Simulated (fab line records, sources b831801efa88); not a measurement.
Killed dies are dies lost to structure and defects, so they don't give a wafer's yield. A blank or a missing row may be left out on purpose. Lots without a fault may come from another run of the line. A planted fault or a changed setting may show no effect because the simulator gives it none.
Which tool did it? | flow gf180mcu | 14 lots, 42 wafers sampled, at 5 steps of a route of 602

WHAT THE GAUGES READ, wafer by wafer
GF_V3_OVL_MEAS_15. Usual: V3_OVL 3 nm, standard deviation 5.1.
lot  | measured     | on         | V3_OVL (nm) | flag
L877 | day 22 06:14 | overlay-01 | 2 3 -2      |
L878 | day 22 18:13 | overlay-01 | -7 0 -6     |
L879 | day 22 19:38 | overlay-02 | -3 1 -1     |
L881 | day 23 22:25 | overlay-01 | 4 0 -1      |
L882 | day 24 12:01 | overlay-02 | 4 -1 3      |
L883 | day 24 14:44 | overlay-01 | -3 1 2      |
L886 | day 25 20:14 | overlay-01 | 16 4 12     |
L889 | day 26 13:47 | overlay-02 | 9 0 10      |
L890 | day 26 22:41 | overlay-02 | 10 8 11     |
L891 | day 27 02:59 | overlay-01 | -1          |
L892 | day 27 15:02 | overlay-01 | 9           |
L897 | day 28 18:53 | overlay-01 | 6 7 5       |
L899 | day 29 10:06 | overlay-01 | 3 0 6       |
L900 | day 29 16:19 | overlay-01 | 3 -2 -8     |

WHICH TOOL RAN EACH LOT (tool, then ch and the chambers of the sampled wafers, then the start)
lot  | GF_V2_CMP_04                  | GF_V2_SPUTTER_22             | GF_M3_METAL_ETCH_16               | GF_M3_STRIP_17
L877 | cmp-02 ch 0,1,3, day 19 02:37 | pvd_sputter-01, day 20 04:01 | rie_metal-04 ch 0,1, day 21 04:55 | plasma_asher-02 ch 0,1, day 21 05:03
L878 | cmp-01 ch 0,1,2, day 19 13:30 | pvd_sputter-03, day 20 15:28 | rie_metal-04 ch 0,1, day 21 16:50 | plasma_asher-03 ch 0,1, day 21 16:58
L879 | cmp-01 ch 0,2,3, day 19 16:52 | pvd_sputter-01, day 20 18:28 | rie_metal-01 ch 0, day 21 19:05   | plasma_asher-01 ch 0,1, day 21 19:21
L881 | cmp-02 ch 0,1, day 20 22:08   | pvd_sputter-01, day 21 22:59 | rie_metal-01 ch 0,1, day 22 23:02 | plasma_asher-03 ch 0,1, day 22 23:10
L882 | cmp-02 ch 2,3, day 21 11:55   | pvd_sputter-03, day 22 12:29 | rie_metal-03 ch 0,1, day 23 12:14 | plasma_asher-02 ch 0,1, day 23 12:21
L883 | cmp-01 ch 0,2,3, day 21 14:56 | pvd_sputter-01, day 22 15:25 | rie_metal-04 ch 0,1, day 23 15:22 | plasma_asher-02 ch 0,1, day 23 15:30
L886 | cmp-01 ch 1,2, day 22 22:34   | pvd_sputter-03, day 23 22:40 | rie_metal-01 ch 0,1, day 24 21:22 | plasma_asher-01 ch 0,1, day 24 21:29
L889 | cmp-01 ch 0,3, day 23 18:08   | pvd_sputter-01, day 24 17:01 | rie_metal-04 ch 0,1, day 25 15:08 | plasma_asher-03 ch 0,1, day 25 15:15
L890 | cmp-02 ch 1,2, day 24 03:16   | pvd_sputter-01, day 25 02:24 | rie_metal-04 ch 0,1, day 26 00:20 | plasma_asher-03 ch 0,1, day 26 00:28
L891 | cmp-01 ch 0,1,3, day 24 07:58 | pvd_sputter-01, day 25 07:10 | rie_metal-04 ch 0,1, day 26 05:23 | plasma_asher-03 ch 0,1, day 26 05:30
L892 | cmp-02 ch 0,2,3, day 24 22:06 | pvd_sputter-04, day 25 20:31 | rie_metal-04 ch 0,1, day 26 17:37 | plasma_asher-03 ch 0,1, day 26 17:45
L897 | cmp-02 ch 0,1,2, day 26 02:32 | pvd_sputter-01, day 27 00:10 | rie_metal-03 ch 0,1, day 27 21:50 | plasma_asher-03 ch 0,1, day 27 21:57
L899 | cmp-01 ch 0,1,2, day 26 18:56 | pvd_sputter-04, day 27 16:40 | rie_metal-03 ch 0,1, day 28 13:37 | plasma_asher-03 ch 0,1, day 28 13:45
L900 | cmp-02 ch 2,3, day 27 02:52   | pvd_sputter-03, day 27 23:36 | rie_metal-01 ch 0,1, day 28 20:05 | plasma_asher-02 ch 0,1, day 28 20:12
- GF_V2_CMP_04: polishes SiO2.
- GF_V2_SPUTTER_22: material TiN, target thk 10 nm, time 40 s.
- GF_M3_METAL_ETCH_16: etches the open film in Cl2/BCl3, stops on SiO2, target depth 750.8 nm, time 125.1 s.
- GF_M3_STRIP_17: strips in O2/N2.

WHAT THE TOOLS THEMSELVES READ (means of the sampled wafers that have a number; where no wafer has one, the mark that the record gives instead)
GF_V2_CMP_04. Usual: motor_current_A 13.0 A, standard deviation 1.2; slurry_filter_dp_kPa 13.50 kPa, standard deviation 0.14; time_to_endpoint_s 80 s, standard deviation 4.8.
lot  | tool   | motor_current_A (A) | slurry_filter_dp_kPa (kPa) | time_to_endpoint_s (s) | flag
L877 | cmp-02 | 13.1                | 13.43                      | 84                     |
L878 | cmp-01 | 12.9                | 13.41                      | 74                     |
L879 | cmp-01 | 12.5                | 13.49                      | 82                     |
L881 | cmp-02 | 14.2                | 13.33                      | 87                     |
L882 | cmp-02 | 13.0                | 13.53                      | 84                     |
L883 | cmp-01 | 12.6                | 13.52                      | 77                     |
L886 | cmp-01 | 12.4                | 13.47                      | 78                     |
L889 | cmp-01 | 13.2                | 13.59                      | 73                     |
L890 | cmp-02 | 14.4                | 13.59                      | 77                     |
L891 | cmp-01 | 11.8                | 13.47                      | 83                     |
L892 | cmp-02 | 13.7                | 13.55                      | 84                     |
L897 | cmp-02 | 13.9                | 13.45                      | 83                     |
L899 | cmp-01 | 12.5                | 13.47                      | 79                     |
L900 | cmp-02 | 13.0                | 13.64                      | 83                     |

GF_V2_SPUTTER_22. Usual: chamber_pressure_pa 5.000 Pa, standard deviation 0.01; throttle_valve_pct 29.7 %, standard deviation 0.9.
lot  | tool           | chamber_pressure_pa (Pa) | throttle_valve_pct (%) | flag
L877 | pvd_sputter-01 | 5.008                    | 30.4                   |
L878 | pvd_sputter-03 | 4.996                    | 29.6                   |
L879 | pvd_sputter-01 | 5.002                    | 30.6                   |
L881 | pvd_sputter-01 | 4.996                    | 29.9                   |
L882 | pvd_sputter-03 | 5.000                    | 29.6                   |
L883 | pvd_sputter-01 | 5.000                    | 30.1                   |
L886 | pvd_sputter-03 | 4.998                    | 30.3                   |
L889 | pvd_sputter-01 | 4.996                    | 30.4                   |
L890 | pvd_sputter-01 | 5.004                    | 29.7                   |
L891 | pvd_sputter-01 | 5.000                    | 29.9                   |
L892 | pvd_sputter-04 | 4.989                    | 29.3                   |
L897 | pvd_sputter-01 | 5.012                    | 30.4                   |
L899 | pvd_sputter-04 | 5.003                    | 29.0                   |
L900 | pvd_sputter-03 | 5.012                    | 29.2                   |

GF_M3_METAL_ETCH_16. Usual: drypump_motor_current_A 5.7 A, standard deviation 0.57; oes_product_au 0.992 a.u., standard deviation 0.0055; throttle_valve_pct 28.229 %, standard deviation 0.009.
lot  | tool         | drypump_motor_current_A (A) | oes_product_au (a.u.) | throttle_valve_pct (%) | flag
L877 | rie_metal-04 | 6.2                         | 0.988                 | 28.230                 |
L878 | rie_metal-04 | 6.4                         | 0.992                 | 28.224                 |
L879 | rie_metal-01 | 5.6                         | 0.991                 | 28.227                 |
L881 | rie_metal-01 | 5.4                         | 0.985                 | 28.232                 |
L882 | rie_metal-03 | 5.1                         | 0.996                 | 28.229                 |
L883 | rie_metal-04 | 6.4                         | 0.991                 | 28.229                 |
L886 | rie_metal-01 | 5.4                         | 0.990                 | 28.232                 |
L889 | rie_metal-04 | 6.2                         | 0.997                 | 28.232                 |
L890 | rie_metal-04 | 6.2                         | 0.995                 | 28.226                 |
L891 | rie_metal-04 | 6.4                         | 0.844                 | 28.394                 | OFF
L892 | rie_metal-04 | 6.4                         | 0.840                 | 28.404                 | OFF
L897 | rie_metal-03 | 5.3                         | 0.992                 | 28.227                 |
L899 | rie_metal-03 | 5.1                         | 0.991                 | 28.229                 |
L900 | rie_metal-01 | 5.5                         | 0.981                 | 28.233                 |

GF_M3_STRIP_17. Usual: drypump_motor_current_A 5.6 A, standard deviation 0.43; heater_power_w 329 W, standard deviation 16; n2_flow_sccm 300.0 sccm, standard deviation 0.97; oes_product_au 0.538 a.u., standard deviation 0.0049; strip_time_to_endpoint_s 7.38 s, standard deviation 0.041.
lot  | tool            | drypump_motor_current_A (A) | heater_power_w (W) | n2_flow_sccm (sccm) | oes_product_au (a.u.) | strip_time_to_endpoint_s (s) | flag
L877 | plasma_asher-02 | 5.9                         | 320                | 300.1               | 0.538                 | 7.41                         |
L878 | plasma_asher-03 | 5.6                         | 334                | 299.4               | 0.546                 | 7.41                         |
L879 | plasma_asher-01 | 5.9                         | 353                | 299.8               | 0.542                 | 7.37                         |
L881 | plasma_asher-03 | 5.6                         | 329                | 300.1               | 0.543                 | 7.45                         |
L882 | plasma_asher-02 | 5.7                         | 328                | 299.8               | 0.540                 | 7.39                         |
L883 | plasma_asher-02 | 5.7                         | 331                | 299.7               | 0.537                 | 7.41                         |
L886 | plasma_asher-01 | 5.8                         | 328                | 300.1               | 0.539                 | 7.38                         |
L889 | plasma_asher-03 | 5.3                         | 335                | 299.7               | 0.539                 | 7.36                         |
L890 | plasma_asher-03 | 5.6                         | 333                | 299.2               | 0.537                 | 7.33                         |
L891 | plasma_asher-03 | 5.3                         | 330                | 300.6               | 0.572                 | 8.20                         | OFF
L892 | plasma_asher-03 | 5.6                         | 333                | 299.3               | 0.570                 | 8.15                         | OFF
L897 | plasma_asher-03 | 5.6                         | 332                | 300.5               | 0.535                 | 7.33                         |
L899 | plasma_asher-03 | 5.6                         | 336                | 300.5               | 0.534                 | 7.38                         |
L900 | plasma_asher-02 | 5.9                         | 319                | 299.5               | 0.540                 | 7.42                         |

THE ANSWER, worked out from the rows above alone
Rule: a lot is off if the mean of its wafers that have a number lies more than 3 standard deviations from the usual mean. A lot without any number at a reading at which 4 lots or more have one is off too. The other lots that the step has rows for count as sound. The gauges are gone through in route order, then the tools' own readings, and for those a lot's mean is taken as printed above. The first step at which some lot is off is used, and at that step the reading that is off furthest; a lot without a number counts as furthest.
Off: L891, L892, at GF_M3_METAL_ETCH_16 (oes_product_au).
A tool fits if, at that step or a process step before it, it ran every lot that is off, and no sound lot after the first of them. One fits: rie_metal-04 at GF_M3_METAL_ETCH_16. Its last sound lot is L890 (day 26 00:20), its first lot that is off L891 (day 26 05:23): a fault that began between those two fits.
The tool's own readings at GF_M3_METAL_ETCH_16 bear it out: on the lots that are off they differ by more than 5 times the standard deviation of the sound lots' means. oes_product_au reads 0.842 a.u. there against 0.991 a.u. on the sound lots; throttle_valve_pct reads 28.399 % there against 28.229 % on the sound lots.

WHAT THE SIMULATOR HAD PUT IN
Process parameter drift: rie_metal-04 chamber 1, from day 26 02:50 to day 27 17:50, at GF_M3_METAL_ETCH_16. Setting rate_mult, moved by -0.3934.
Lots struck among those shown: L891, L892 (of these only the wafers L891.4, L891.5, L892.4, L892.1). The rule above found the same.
